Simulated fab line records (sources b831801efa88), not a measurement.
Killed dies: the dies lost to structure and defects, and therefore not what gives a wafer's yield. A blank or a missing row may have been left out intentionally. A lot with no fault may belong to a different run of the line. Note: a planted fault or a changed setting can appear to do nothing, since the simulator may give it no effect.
Chamber matching ; flow gf180mcu ; 4 sister chambers for GF_V3_CMP_04 on cmp-01
The step polishes SiO2. 24 wafers are shown with their chamber, then 12 later ones without.

== WAFERS, EACH WITH ITS CHAMBER ==
wafer;chamber;motor current A (A);time to endpoint s (s)
L074.1;1;13.4;70
L074.2;2;11.0;78
L074.4;3;13.7;81
L075.1;0;12.9;79
L075.5;1;12.8;79
L075.6;0;13.2;88
L079.1;2;11.4;85
L079.4;1;14.2;93
L079.5;2;11.3;88
L080.1;2;11.3;81
L080.3;1;14.2;87
L080.4;3;14.3;92
L081.2;2;11.2;81
L081.3;0;13.0;87
L081.5;0;12.6;83
L082.1;0;12.6;77
L082.2;2;11.2;77
L082.4;1;13.1;79
L083.1;0;13.1;81
L083.5;0;12.8;81
L083.6;1;12.8;78
L088.2;0;13.0;74
L088.4;3;14.2;78
L088.6;1;12.5;79

SIGNATURES, as means of the wafers listed above
reading;chamber 0;chamber 1;chamber 2;chamber 3;scatter within a chamber
motor current A;12.900;13.286;11.233;14.067;0.415
time to endpoint s;81.25;80.71;81.67;83.67;5.81
Rule: for a wafer and a chamber, the distance is found by dividing, reading by reading, the gap between the wafer's reading and the chamber's mean by the reading's scatter, squaring, summing and taking the root. If the next closest chamber is less than 2 further off than the closest, the wafer can't be placed; otherwise it belongs to the closest. The scatter is the square root of a quotient: the sum, over the shown wafers, of each reading's squared deviation from its chamber's mean, divided by wafers minus chambers.

== WAFERS MISSING THEIR CHAMBER ==
wafer;motor current A (A);time to endpoint s (s)
L089.2;13.4;75
L089.3;13.0;79
L089.4;14.6;82
L090.3;14.3;79
L090.4;12.9;81
L090.5;12.8;82
L091.1;14.1;81
L091.5;13.2;87
L091.6;13.7;81
L095.1;12.2;82
L095.3;12.6;80
L095.4;14.7;84

== WHICH CHAMBER EACH WENT THROUGH ==
wafer;from the rows above;in truth
L089.2;can't be placed: 1 or 0 or 3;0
L089.3;can't be placed: 0 or 1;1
L089.4;can't be placed: 3 or 1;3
L090.3;can't be placed: 3 or 1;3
L090.4;can't be placed: 0 or 1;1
L090.5;can't be placed: 0 or 1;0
L091.1;can't be placed: 3 or 1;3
L091.5;can't be placed: 1 or 0 or 3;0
L091.6;can't be placed: 3 or 1 or 0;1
L095.1;can't be placed: 0 or 2 or 1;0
L095.3;can't be placed: 0 or 1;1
L095.4;can't be placed: 3 or 1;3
Correct placement for 0 of the 12. These rows do not allow placing 12 (true chamber among the candidates in 12). Placed wrongly: 0.
